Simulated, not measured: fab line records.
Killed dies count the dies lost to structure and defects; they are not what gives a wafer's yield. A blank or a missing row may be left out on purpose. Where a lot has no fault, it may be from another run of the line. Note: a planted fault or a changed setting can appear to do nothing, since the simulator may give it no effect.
Struck lot and sound lot, side by side / flow sfq_line / 14 out of 325 route steps
Sound: the wafers L399.1, L399.2, L399.3. The struck wafers were L409.3, L409.4, L409.5. The cause is named last.
At each step with rows: each side's tool, then ch and its chambers, then its first start. Under that, the readings that differ: sound wafers / struck wafers / difference of the means / sigmas: that difference in standard deviations of wafers without a fault.
alike: a reading whose means differ by less than 2 such deviations, as well as words and numbers matching on both sides. not compared: withheld readings; readings where some wafer has no value; bounds like >300 that might hide an equal value; numbers whose values overlap and for which the record gives no deviation.
A row with sigmas, a row that says differs or no value, or rows on one side alone: a step with any of these is where the two part. When numbers do not overlap yet have no deviation, they are printed without sigmas and do not part them. A reading missing from all wafers of one side parts the sides only when that side holds two or more wafers.

first, 3 steps without rows for these wafers: SFQ_TRILAYER_I5_LITHO_EXPOSE_145 (exposes mask I5, target cd 700 nm); SFQ_TRILAYER_I5_LITHO_PEB_147 (peb time 60 s); SFQ_TRILAYER_I5_LITHO_DEVELOP_146 (time 60 s).
SFQ_I5_OVL_MEAS_936:
  struck on overlay-02, day 74 16:15; sound on overlay-02, day 72 12:42
  alike: I5_OVL
SFQ_TRILAYER_I5_BARC_OPEN_VIA_ETCH_200: etches BARC in O2, target depth 125 nm, time 41.7 s.
  sound on rie_diel-03 ch 0,2,3, day 72 12:44; struck on rie_diel-03 ch 2,3, day 74 16:16
  alike: drypump_motor_current_A, oes_product_au
  not compared: rf_hours_counter_h
SFQ_TRILAYER_I5_ETCH_VIA_ETCH_147: etches the open film in CHF3, stops on Nb, target depth 360 nm.
  sound on rie_diel-03 ch 0,2,3, day 72 12:47; struck on rie_diel-03 ch 2,3, day 74 16:19
  alike: drypump_motor_current_A, oes_product_au
SFQ_TRILAYER_I5_STRIP_STRIP_148: strips in O2.
  sound on rie_metal-01 ch 0,1, day 72 12:56; struck on rie_metal-03 ch 0,1, day 74 16:40
  alike: drypump_motor_current_A, oes_product_au
  not compared: rf_hours_counter_h
then, 5 steps without rows for these wafers: SFQ_TRILAYER_I5_STRIP_SOLV_CLEAN_149 (cleans in NMP, time 600 s); SFQ_TRILAYER_C5_LITHO_COAT_156 (resist thk 62 nm); SFQ_TRILAYER_C5_LITHO_COAT_151 (resist thk 650 nm); SFQ_TRILAYER_C5_LITHO_SOFTBAKE_155; SFQ_TRILAYER_C5_LITHO_EXPOSE_152 (exposes mask C5, target cd 500 nm).
-- the record jumps here: 4 days lie between the struck wafers' starts before and after --
SFQ_TRILAYER_C5_LITHO_PEB_154: peb time 60 s.
  sound on litho_track-03 ch 0, day 76 10:41; struck on litho_track-03, day 78 08:20
  no value came back on the struck wafers for chill_plate_temp_C (C), exhaust_pa (Pa), plate_temp_C (C); on the sound wafers chill_plate_temp_C (C) reads 23.05 23.14 23.02
then, 1 step without rows for these wafers: SFQ_TRILAYER_C5_LITHO_DEVELOP_153 (time 60 s).

## WHERE THEY PART
Within this record, at SFQ_TRILAYER_C5_LITHO_PEB_154 only.

WHY: the cause the simulator had injected
Beginning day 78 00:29, the whole step at SFQ_TRILAYER_C5_LITHO_PEB_154 was skipped on litho_track-03. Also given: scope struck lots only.
